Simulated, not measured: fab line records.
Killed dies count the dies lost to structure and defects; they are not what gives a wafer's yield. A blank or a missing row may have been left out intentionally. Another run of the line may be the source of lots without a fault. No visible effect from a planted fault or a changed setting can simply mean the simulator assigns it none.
One fault through the eyes of 2 desks	flow gf180mcu	each desk holds nothing but its own numbers, with what lay behind them at the end

== METROLOGY DESK ==
Lot by lot, what the gauges showed, no matter which tool ran the lot: averages of those sampled wafers that carry a number. Marked OUT: a lot whose mean sits more than 4 standard deviations from the usual mean, which makes it out of limits; the brackets give that distance.
Columns: A = HV_LDD_TW at GF_HV_LDD_TW_MEAS_11, usual 2389; B = cd nm at GF_HV_LDD_CD_MEAS_31, usual 396.6 nm; C = HV_LDD_02_OVL at GF_HV_LDD_OVL_MEAS_32, usual 0.3 nm
lot	first seen here	A	B	C
L343	day 10 01:22	2395	394.1	-0.3
L344	day 10 04:51	2384	396.0	3.0
L345	day 10 12:40	2379	399.7	2.7
L346	day 11 00:50	2383	393.3	-1.8
L347	day 11 06:02	2381	397.3	1.6
L348	day 11 12:58	2399	396.6	-1.0
L352	day 12 18:54	2401	397.5	-0.9
L359	day 15 00:06	2379	399.9	0.7
L360	day 15 05:44	2396	398.4	0.6
L361	day 15 08:04	2397	398.9	0.7
L362	day 15 18:36	2384	393.1	1.7
L363	day 16 10:21	2396	393.6	1.8
L364	day 16 11:40	2390	396.0	-1.2
L365	day 16 18:25	2407	391.7	1.1
This desk's finding: nothing out of limits on any of the 14 lots.

== FOR THE TOOL OWNER'S DESK: implanter-04 ==
GF_HV_LDD_IMPLANT_21, tool's own readings: per-lot mean of the sampled wafers with a number, covering each lot this tool ran. Marked OUT: a lot whose mean sits more than 4 standard deviations from the usual mean, which makes it out of limits; the brackets give that distance.
Columns: A = beam energy keV at GF_HV_LDD_IMPLANT_21, usual 24.999; B = beam on s at GF_HV_LDD_IMPLANT_21, usual 10.01 s; C = end station pressure torr at GF_HV_LDD_IMPLANT_21, usual 5.2e-06 Torr
lot	first seen here	A	B	C
L343	day 10 19:17	25.004	9.99	5.3e-06
L345	day 11 07:16	25.002	10.01	5.5e-06
L347	day 12 00:39	24.999	10.28	4.9e-06
L348	day 12 07:07	25.679 (+78) OUT	9.99	5.1e-06
L352	day 13 15:09	25.691 (+80) OUT	10.20	5.3e-06
L365	day 17 17:46	25.003	9.77	5.3e-06
Finding of this desk: L348, L352 out of limits; the first was L348 at day 12 07:07, on beam energy keV at GF_HV_LDD_IMPLANT_21. L343, L345, L347, L365 stayed within limits.

== BROUGHT TOGETHER ==
The tool owner's desk had the chance to raise an alarm at day 12 07:07 on L348, L352.
From the metrology desk's view, nothing was out of limits.
The metrology desk holds a record of L348, L352, inside its limits.
The lots listed all ran GF_HV_LDD_IMPLANT_21 on implanter-04.

== WHAT WAS PUT IN BY THE SIMULATOR ==
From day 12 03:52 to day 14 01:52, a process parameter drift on implanter-04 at GF_HV_LDD_IMPLANT_21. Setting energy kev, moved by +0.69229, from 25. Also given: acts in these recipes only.
Struck lots among those shown: L348, L352.
Hours from the fault's start to each desk's first reading out of limits: the tool owner's desk, 3.
